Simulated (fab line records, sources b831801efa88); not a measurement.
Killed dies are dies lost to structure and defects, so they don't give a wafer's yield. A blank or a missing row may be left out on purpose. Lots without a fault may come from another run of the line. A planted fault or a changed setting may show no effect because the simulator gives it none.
Tool commonality check | flow sky130 | 13 lots, 39 wafers sampled

WHY IT WAS OPENED
At SKY_LDD_HVP_TW_MEAS_10 the reading LDD_HVP_TW is flagged on 2 of 13 lots. Wafers without a fault read 460, standard deviation 5.5.
Rule: a lot is flagged when every wafer of it that has a number lies more than 4 standard deviations from that mean, or none has a number. The other lots count as sound.

lot  | measured     | on            | LDD_HVP_TW, wafer by wafer | flag
L656 | day 21 07:40 | film_metro-04 | 450 454 455                |
L658 | day 22 20:13 | film_metro-02 | 469 468 467                |
L659 | day 23 01:06 | film_metro-04 | 454 454 453                |
L664 | day 24 17:43 | film_metro-04 | 455 455 455                |
L666 | day 24 23:31 | film_metro-04 | 490 492 489                | FLAGGED
L665 | day 25 02:24 | film_metro-04 | 486 486 486                | FLAGGED
L670 | day 26 13:21 | film_metro-02 | 466 464 469                |
L671 | day 27 00:07 | film_metro-04 | 459 455 456                |
L673 | day 27 17:59 | film_metro-03 | 457 458 458                |
L674 | day 27 21:07 | film_metro-02 | 462 464 464                |
L675 | day 28 12:15 | film_metro-03 | 455 459 456                |
L677 | day 29 22:00 | film_metro-03 | 461 460 460                |
L679 | day 30 16:40 | film_metro-02 | 465 463 465                |
The numbers of the flagged lots are 488 on average: +28 against the usual, or +5 standard deviations.

WHICH TOOL RAN EACH LOT
The record holds 1 process step before the reading, out of a route of 708 steps. In each cell: the tool, then ch and the chambers that the sampled wafers went through, then the start.
lot  | flag    | SKY_LDD_HVP_IMPLANT_08
L656 |         | implanter-04 ch 0, day 21 07:25
L658 |         | implanter-03 ch 0, day 22 19:58
L659 |         | implanter-04 ch 0, day 23 00:51
L664 |         | implanter-04 ch 0, day 24 17:28
L666 | FLAGGED | implanter-03 ch 0, day 24 23:17
L665 | FLAGGED | implanter-03 ch 0, day 25 02:09
L670 |         | implanter-04 ch 0, day 26 13:06
L671 |         | implanter-04 ch 0, day 26 23:52
L673 |         | implanter-03 ch 0, day 27 17:46
L674 |         | implanter-01 ch 0, day 27 20:54
L675 |         | implanter-03 ch 0, day 28 12:00
L677 |         | implanter-04 ch 0, day 29 21:45
L679 |         | implanter-04 ch 0, day 30 16:25
What these steps do:
- SKY_LDD_HVP_IMPLANT_08
- SKY_LDD_HVP_TW_MEAS_10

FLAGGED OVER TOTAL, TOOL BY TOOL (the gauges that took the reading come last)
step                   | tool          | lots run | flagged | share of the flagged lots | sound lots run after its first flagged lot
SKY_LDD_HVP_IMPLANT_08 | implanter-01  | 1        | 0       | none                      | -
SKY_LDD_HVP_IMPLANT_08 | implanter-03  | 5        | 2       | all                       | 2 (L673,L675)
SKY_LDD_HVP_IMPLANT_08 | implanter-04  | 7        | 0       | none                      | -
SKY_LDD_HVP_TW_MEAS_10 | film_metro-02 | 4        | 0       | none                      | -
SKY_LDD_HVP_TW_MEAS_10 | film_metro-03 | 3        | 0       | none                      | -
SKY_LDD_HVP_TW_MEAS_10 | film_metro-04 | 6        | 2       | all                       | 1 (L671)

WHAT THE TABLE ALLOWS
2 rows of the table ran every flagged lot: implanter-03 at SKY_LDD_HVP_IMPLANT_08, film_metro-04 at SKY_LDD_HVP_TW_MEAS_10.
- implanter-03 at SKY_LDD_HVP_IMPLANT_08: 2 of its 5 lots flagged. Sound lots ran on it after the first flagged one (L673, L675), which a lasting fault on the whole tool wouldn't allow. Its own readings lie more than 4 standard deviations out on every wafer of the flagged lots: beam_on_s, end_station_pressure_torr, faraday_current_uA.
- film_metro-04 at SKY_LDD_HVP_TW_MEAS_10: 2 of its 6 lots flagged. Sound lots ran on it after the first flagged one (L671), which a lasting fault on the whole tool wouldn't allow.
No row of the table ran every flagged lot and no sound lot after the first.

WHAT THE SIMULATOR HAD PUT IN
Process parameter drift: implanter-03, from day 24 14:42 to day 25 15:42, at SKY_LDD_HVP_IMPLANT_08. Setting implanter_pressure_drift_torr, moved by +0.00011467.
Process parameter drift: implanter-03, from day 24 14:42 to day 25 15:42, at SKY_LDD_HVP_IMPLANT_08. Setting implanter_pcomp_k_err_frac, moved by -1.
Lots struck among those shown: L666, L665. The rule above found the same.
